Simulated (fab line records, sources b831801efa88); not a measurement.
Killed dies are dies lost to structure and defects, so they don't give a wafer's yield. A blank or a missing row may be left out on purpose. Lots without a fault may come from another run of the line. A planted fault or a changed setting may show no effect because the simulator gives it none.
A struck lot beside a sound one | flow sky130 | 16 steps out of a route of 708
Sound: wafers L718.1, L718.2, L718.6. Struck: wafer L734.5. (L734.2 of the same lot was not struck and is left out.) The cause comes at the end.
At each step with rows: each side's tool, then ch and its chambers, then its first start. Under that, the readings that differ: sound wafers | struck wafers | difference of the means | sigmas: that difference in standard deviations of wafers without a fault.
alike: readings whose means differ by less than 2 such deviations, and words and numbers that are the same on both sides. not compared: withheld readings, readings that some wafer has no value for, bounds like >300 that may hide the same value, and numbers for which the record gives no deviation and whose values overlap.
The two part at a step that has a row with sigmas, a row that says differs or no value, or rows on one side only. Numbers that don't overlap but have no deviation are shown without sigmas and don't part them. A reading that every wafer of one side lacks parts them only if that side has two wafers or more.

first, 2 steps without rows for these wafers: SKY_METAL3_PEB_11; SKY_METAL3_DEVELOP_12 (develop time 60 s).
SKY_METAL3_CD_MEAS_13: target cd 300 nm.
  sound on cd_sem-01, day 40 10:37; struck on cd_sem-01, day 45 09:36
  alike: cd_nm
SKY_METAL3_OVL_MEAS_14:
  sound on overlay-02, day 40 10:44; struck on overlay-01, day 45 09:42
  alike: METAL3_OVL
SKY_METAL3_DESCUM_15: chemistry O2, time 8 s.
  sound on rie_metal-01 ch 0,1, day 40 10:47; struck on rie_metal-02 ch 0, day 45 09:44
  alike: drypump_motor_current_A, oes_product_au
  not compared: rf_hours_counter_h
then, 1 step without rows for these wafers: SKY_METAL3_ETCH_16 (etches BARC in N2/H2, stops on SiO2, time 88.2 s, target depth 60 nm).
SKY_METAL3_ETCH_17: etches SiO2 in C4F8/O2/Ar, stops on TiN, time 3.9 s, target depth 15 nm.
  sound on rie_diel-03 ch 0,2, day 40 10:55; struck on rie_diel-04 ch 0, day 45 09:52
  reading    | sound          | struck | difference | sigmas
  bias_w (W) | 1203 1205 1206 | 1194   | -11        | -3
  alike: oes_product_au
  not compared: rf_hours_counter_h
SKY_METAL3_METAL_ETCH_18: etches the open film in Cl2/BCl3, stops on SiO2, target depth 845 nm, time 183.1 s.
  sound on rie_metal-03 ch 0,1, day 40 10:56; struck on rie_metal-03 ch 1, day 45 09:53
  alike: bcl3_flow_sccm, bias_w, drypump_motor_current_A, oes_product_au, throttle_valve_pct
  not compared: rf_hours_counter_h
SKY_METAL3_STRIP_19: strips in O2/N2.
  sound on plasma_asher-03 ch 0,1, day 40 11:07; struck on plasma_asher-01 ch 0, day 45 10:04
  alike: drypump_motor_current_A, oes_product_au, strip_time_to_endpoint_s
  not compared: rf_hours_counter_h
then, 3 steps without rows for these wafers: SKY_METAL3_STRIP_20 (strips in post etch residue remover, time 1200 s); SKY_METAL3_CLEAN_21 (cleans in IPA, time 180 s); SKY_METAL3_CLEAN_22 (cleans in O3/DIW).
SKY_VIA3_HDPCVD_00: deposits SiO2, target thk 1635 nm, time 272.5 s.
  sound on hdpcvd-02 ch 0,1, day 40 11:42; struck on hdpcvd-02 ch 2, day 45 10:39
  reading                                  | sound             | struck | difference | sigmas
  run_length_s (s)                         | 299.8 300.6 299.4 | 114.8  | -185.1     | -99 or more
  model.SiO2_of_VIA3_HDPCVD_00.thk_nm (nm) | 1638 1624 1634    | 504.3  | -1127.7    |
SKY_VIA3_THK_MEAS_01:
  sound on film_metro-02, day 40 11:52; struck on film_metro-02, day 45 10:52
  reading              | sound          | struck | difference | sigmas
  VIA3_HDPCVD_THK (nm) | 1638 1624 1634 | 504    | -1128      | -59
SKY_VIA3_CMP_02: polishes SiO2.
  sound on cmp-01 ch 1,3, day 40 11:57; struck on cmp-01 ch 0, day 45 11:04
  alike: edge_zone_pressure_frac, motor_current_A
-- the record jumps here: 6 days lie between the struck wafers' starts before and after (it left off in module VIA3 and takes up again in module PAD_OPEN, whose first step shown is number 708 of the route) --
SKY_PAD_OPEN_PROBE_99:
  sound on prober-01, day 47 05:13; struck on prober-02, day 51 04:21
  reading                               | sound                | struck   | difference | sigmas
  killed_at_contacts                    | 20 18 24             | 9        | -12        | -2
  model.etest.tester.sort_n_pass        | 415 396 404          | 238      | -167       |
  model.etest.tester.sort_yield_pct (%) | 84.35 80.49 82.11    | 48.37    | -33.95     |
  model.etest.tester.sort_bin_3_pct (%) | 1.016 1.22 1.016     | 36.79    | +35.71     |
  model.etest.met4_comb.leak_log10_a_um | -11.91 -11.91 -11.82 | -7.036   | +4.844     |
  model.etest.tester.sort_bin_8_pct (%) | 0 0 0                | 0.001189 | +0.001189  |
  alike: defect_limited_yield, killed_at_M0_to_M3, killed_at_M4_up, killed_at_front_end, killed_at_other, killed_dies, killed_on_rim, killed_open, killed_short

WHERE THEY PART
First at SKY_METAL3_ETCH_17; last, within this record, at SKY_PAD_OPEN_PROBE_99.

WHY: what the simulator had put in
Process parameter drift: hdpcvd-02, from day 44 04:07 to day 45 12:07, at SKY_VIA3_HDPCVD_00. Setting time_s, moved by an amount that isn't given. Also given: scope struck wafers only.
